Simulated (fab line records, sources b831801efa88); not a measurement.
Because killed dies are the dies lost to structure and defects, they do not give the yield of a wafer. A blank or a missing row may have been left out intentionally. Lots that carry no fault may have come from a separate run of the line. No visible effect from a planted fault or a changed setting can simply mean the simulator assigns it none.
The tool behind it: which one? || flow gf180mcu || 33 wafers from 11 lots sampled at 3 of the route's 602 steps

== WHAT THE GAUGES READ, wafer by wafer ==
GF_VT_IMPLANT_TW_MEAS_32. Usual: VT_IMPLANT_3_TW typically reads 266, with standard deviation 3.
{"lot": "L349", "measured": "day 7 10:05", "on": "film_metro-04", "VT_IMPLANT_3_TW": "270 271 272", "flag": ""}
{"lot": "L350", "measured": "day 8 00:37", "on": "film_metro-03", "VT_IMPLANT_3_TW": "263 265 265", "flag": ""}
{"lot": "L352", "measured": "day 8 08:10", "on": "film_metro-03", "VT_IMPLANT_3_TW": "265 262 264", "flag": ""}
{"lot": "L353", "measured": "day 8 17:51", "on": "film_metro-03", "VT_IMPLANT_3_TW": "264 265 264", "flag": ""}
{"lot": "L354", "measured": "day 8 22:05", "on": "film_metro-03", "VT_IMPLANT_3_TW": "264 263 263", "flag": ""}
{"lot": "L355", "measured": "day 9 03:26", "on": "film_metro-03", "VT_IMPLANT_3_TW": "262 263 263", "flag": ""}
{"lot": "L356", "measured": "day 9 06:50", "on": "film_metro-02", "VT_IMPLANT_3_TW": "263 263 264", "flag": ""}
{"lot": "L358", "measured": "day 9 22:01", "on": "film_metro-02", "VT_IMPLANT_3_TW": "264 264 264", "flag": ""}
{"lot": "L362", "measured": "day 10 22:08", "on": "film_metro-03", "VT_IMPLANT_3_TW": "265 264 264", "flag": ""}
{"lot": "L365", "measured": "day 11 19:36", "on": "film_metro-02", "VT_IMPLANT_3_TW": "30 30 30", "flag": "OFF"}
{"lot": "L369", "measured": "day 12 19:11", "on": "film_metro-02", "VT_IMPLANT_3_TW": "265 263 263", "flag": ""}

== WHAT TOOL EACH LOT RAN ON (gives the tool, then ch and the chambers of the sampled wafers, and finally the start) ==
{"lot": "L349", "GF_VT_IMPLANT_STRIP_20": "plasma_asher-03 ch 0,1, day 6 18:14", "GF_VT_IMPLANT_STRIP_31": "plasma_asher-01 ch 0,1, day 7 09:59"}
{"lot": "L350", "GF_VT_IMPLANT_STRIP_20": "plasma_asher-01 ch 0,1, day 7 08:47", "GF_VT_IMPLANT_STRIP_31": "plasma_asher-02 ch 0,1, day 8 00:32"}
{"lot": "L352", "GF_VT_IMPLANT_STRIP_20": "plasma_asher-01 ch 0,1, day 7 15:47", "GF_VT_IMPLANT_STRIP_31": "plasma_asher-03 ch 0,1, day 8 08:04"}
{"lot": "L353", "GF_VT_IMPLANT_STRIP_20": "plasma_asher-01 ch 0, day 8 00:44", "GF_VT_IMPLANT_STRIP_31": "plasma_asher-02 ch 0,1, day 8 17:44"}
{"lot": "L354", "GF_VT_IMPLANT_STRIP_20": "plasma_asher-02 ch 0,1, day 8 04:41", "GF_VT_IMPLANT_STRIP_31": "plasma_asher-02 ch 0,1, day 8 21:59"}
{"lot": "L355", "GF_VT_IMPLANT_STRIP_20": "plasma_asher-03 ch 0,1, day 8 10:35", "GF_VT_IMPLANT_STRIP_31": "plasma_asher-03 ch 0,1, day 9 03:20"}
{"lot": "L356", "GF_VT_IMPLANT_STRIP_20": "plasma_asher-02 ch 0,1, day 8 13:41", "GF_VT_IMPLANT_STRIP_31": "plasma_asher-03 ch 0,1, day 9 06:44"}
{"lot": "L358", "GF_VT_IMPLANT_STRIP_20": "plasma_asher-03 ch 0,1, day 9 03:46", "GF_VT_IMPLANT_STRIP_31": "plasma_asher-03 ch 0,1, day 9 21:56"}
{"lot": "L362", "GF_VT_IMPLANT_STRIP_20": "plasma_asher-03 ch 0,1, day 10 03:53", "GF_VT_IMPLANT_STRIP_31": "plasma_asher-02 ch 0,1, day 10 22:02"}
{"lot": "L365", "GF_VT_IMPLANT_STRIP_20": "plasma_asher-01 ch 0,1, day 11 01:02", "GF_VT_IMPLANT_STRIP_31": "plasma_asher-01 ch 0,1, day 11 19:29"}
{"lot": "L369", "GF_VT_IMPLANT_STRIP_20": "plasma_asher-02 ch 0, day 11 23:41", "GF_VT_IMPLANT_STRIP_31": "plasma_asher-03 ch 0,1, day 12 19:05"}
- GF_VT_IMPLANT_STRIP_20: strips in O2/N2.
- GF_VT_IMPLANT_STRIP_31: strips in O2/N2.

== WHAT THE TOOLS THEMSELVES READ (means of the sampled wafers that have a number; where no wafer has one, the mark that the record gives instead) ==
GF_VT_IMPLANT_STRIP_20. Usual: drypump_motor_current_A 5.7 A, standard deviation 0.49; heater_power_w 329 W, standard deviation 43; oes_product_au 0.716 a.u., standard deviation 0.0047; strip_time_to_endpoint_s 12.63 s, standard deviation 0.036.
{"lot": "L349", "tool": "plasma_asher-03", "drypump_motor_current_A (A)": 5.9, "heater_power_w (W)": 338, "oes_product_au (a.u.)": 0.719, "strip_time_to_endpoint_s (s)": 12.63, "flag": ""}
{"lot": "L350", "tool": "plasma_asher-01", "drypump_motor_current_A (A)": 5.1, "heater_power_w (W)": 317, "oes_product_au (a.u.)": 0.718, "strip_time_to_endpoint_s (s)": 12.59, "flag": ""}
{"lot": "L352", "tool": "plasma_asher-01", "drypump_motor_current_A (A)": 5.0, "heater_power_w (W)": 322, "oes_product_au (a.u.)": 0.716, "strip_time_to_endpoint_s (s)": 12.58, "flag": ""}
{"lot": "L353", "tool": "plasma_asher-01", "drypump_motor_current_A (A)": 5.7, "heater_power_w (W)": 417, "oes_product_au (a.u.)": 0.714, "strip_time_to_endpoint_s (s)": 12.65, "flag": ""}
{"lot": "L354", "tool": "plasma_asher-02", "drypump_motor_current_A (A)": 6.1, "heater_power_w (W)": 290, "oes_product_au (a.u.)": 0.715, "strip_time_to_endpoint_s (s)": 12.64, "flag": ""}
{"lot": "L355", "tool": "plasma_asher-03", "drypump_motor_current_A (A)": 5.9, "heater_power_w (W)": 336, "oes_product_au (a.u.)": 0.716, "strip_time_to_endpoint_s (s)": 12.67, "flag": ""}
{"lot": "L356", "tool": "plasma_asher-02", "drypump_motor_current_A (A)": 6.1, "heater_power_w (W)": 295, "oes_product_au (a.u.)": 0.711, "strip_time_to_endpoint_s (s)": 12.69, "flag": ""}
{"lot": "L358", "tool": "plasma_asher-03", "drypump_motor_current_A (A)": 5.7, "heater_power_w (W)": 343, "oes_product_au (a.u.)": 0.711, "strip_time_to_endpoint_s (s)": 12.68, "flag": ""}
{"lot": "L362", "tool": "plasma_asher-03", "drypump_motor_current_A (A)": 5.9, "heater_power_w (W)": 333, "oes_product_au (a.u.)": 0.719, "strip_time_to_endpoint_s (s)": 12.65, "flag": ""}
{"lot": "L365", "tool": "plasma_asher-01", "drypump_motor_current_A (A)": 5.0, "heater_power_w (W)": 320, "oes_product_au (a.u.)": 0.911, "strip_time_to_endpoint_s (s)": "-", "flag": "OFF"}
{"lot": "L369", "tool": "plasma_asher-02", "drypump_motor_current_A (A)": 6.4, "heater_power_w (W)": 286, "oes_product_au (a.u.)": 0.719, "strip_time_to_endpoint_s (s)": 12.60, "flag": ""}

GF_VT_IMPLANT_STRIP_31. Usual: drypump_motor_current_A 5.7 A, standard deviation 0.5; heater_power_w 329 W, standard deviation 44; oes_product_au 0.716 a.u., standard deviation 0.0049; strip_time_to_endpoint_s 12.68 s, standard deviation 0.039.
{"lot": "L349", "tool": "plasma_asher-01", "drypump_motor_current_A (A)": 5.0, "heater_power_w (W)": 318, "oes_product_au (a.u.)": 0.713, "strip_time_to_endpoint_s (s)": 12.61, "flag": ""}
{"lot": "L350", "tool": "plasma_asher-02", "drypump_motor_current_A (A)": 5.9, "heater_power_w (W)": 298, "oes_product_au (a.u.)": 0.716, "strip_time_to_endpoint_s (s)": 12.68, "flag": ""}
{"lot": "L352", "tool": "plasma_asher-03", "drypump_motor_current_A (A)": 5.9, "heater_power_w (W)": 336, "oes_product_au (a.u.)": 0.716, "strip_time_to_endpoint_s (s)": 12.63, "flag": ""}
{"lot": "L353", "tool": "plasma_asher-02", "drypump_motor_current_A (A)": 6.1, "heater_power_w (W)": 294, "oes_product_au (a.u.)": 0.719, "strip_time_to_endpoint_s (s)": 12.73, "flag": ""}
{"lot": "L354", "tool": "plasma_asher-02", "drypump_motor_current_A (A)": 6.2, "heater_power_w (W)": 295, "oes_product_au (a.u.)": 0.721, "strip_time_to_endpoint_s (s)": 12.66, "flag": ""}
{"lot": "L355", "tool": "plasma_asher-03", "drypump_motor_current_A (A)": 5.9, "heater_power_w (W)": 336, "oes_product_au (a.u.)": 0.718, "strip_time_to_endpoint_s (s)": 12.70, "flag": ""}
{"lot": "L356", "tool": "plasma_asher-03", "drypump_motor_current_A (A)": 5.7, "heater_power_w (W)": 339, "oes_product_au (a.u.)": 0.716, "strip_time_to_endpoint_s (s)": 12.72, "flag": ""}
{"lot": "L358", "tool": "plasma_asher-03", "drypump_motor_current_A (A)": 5.7, "heater_power_w (W)": 339, "oes_product_au (a.u.)": 0.717, "strip_time_to_endpoint_s (s)": 12.73, "flag": ""}
{"lot": "L362", "tool": "plasma_asher-02", "drypump_motor_current_A (A)": 6.1, "heater_power_w (W)": 295, "oes_product_au (a.u.)": 0.712, "strip_time_to_endpoint_s (s)": 12.67, "flag": ""}
{"lot": "L365", "tool": "plasma_asher-01", "drypump_motor_current_A (A)": 5.1, "heater_power_w (W)": 326, "oes_product_au (a.u.)": 0.716, "strip_time_to_endpoint_s (s)": 22.13, "flag": "OFF"}
{"lot": "L369", "tool": "plasma_asher-03", "drypump_motor_current_A (A)": 5.9, "heater_power_w (W)": 337, "oes_product_au (a.u.)": 0.715, "strip_time_to_endpoint_s (s)": 12.64, "flag": ""}

== THE ANSWER, worked out from the rows above alone ==
Rule: a lot is off if the mean of its wafers that have a number lies more than 3 standard deviations from the usual mean. Also off: a lot with no number at a reading for which 4 or more lots have one. The other lots that the step has rows for count as sound. Order of review: gauges by route order, followed by the tools' own readings, for which a lot's mean as printed above is used. At the first step where some lot is off, the reading lying furthest off is the one used; lots without a number count as furthest.
Off: L365, at GF_VT_IMPLANT_TW_MEAS_32 (VT_IMPLANT_3_TW).
If a tool, at a process step before that reading, ran all the lots that are off and no sound lot after the first of them, it fits. Not tried: the gauges at GF_VT_IMPLANT_TW_MEAS_32; whatever is off there is also off at GF_VT_IMPLANT_STRIP_20, on other tools, and gauge error can't account for it. One fits: plasma_asher-01 at GF_VT_IMPLANT_STRIP_20 and GF_VT_IMPLANT_STRIP_31. At GF_VT_IMPLANT_STRIP_20 its last sound lot is L353 (day 8 00:44), its first lot that is off L365 (day 11 01:02): a fault that began between those two fits.
On the lots that are off, the tool's own readings at GF_VT_IMPLANT_STRIP_20 differ by more than 5 times the standard deviation of the sound lots' means, which bears it out; oes_product_au reads 0.911 a.u. there versus 0.716 a.u. on the sound lots.
Blank at GF_VT_IMPLANT_STRIP_20 on the lots that are off, where sound lots have numbers: strip_time_to_endpoint_s.

== WHAT THE SIMULATOR HAD INSERTED ==
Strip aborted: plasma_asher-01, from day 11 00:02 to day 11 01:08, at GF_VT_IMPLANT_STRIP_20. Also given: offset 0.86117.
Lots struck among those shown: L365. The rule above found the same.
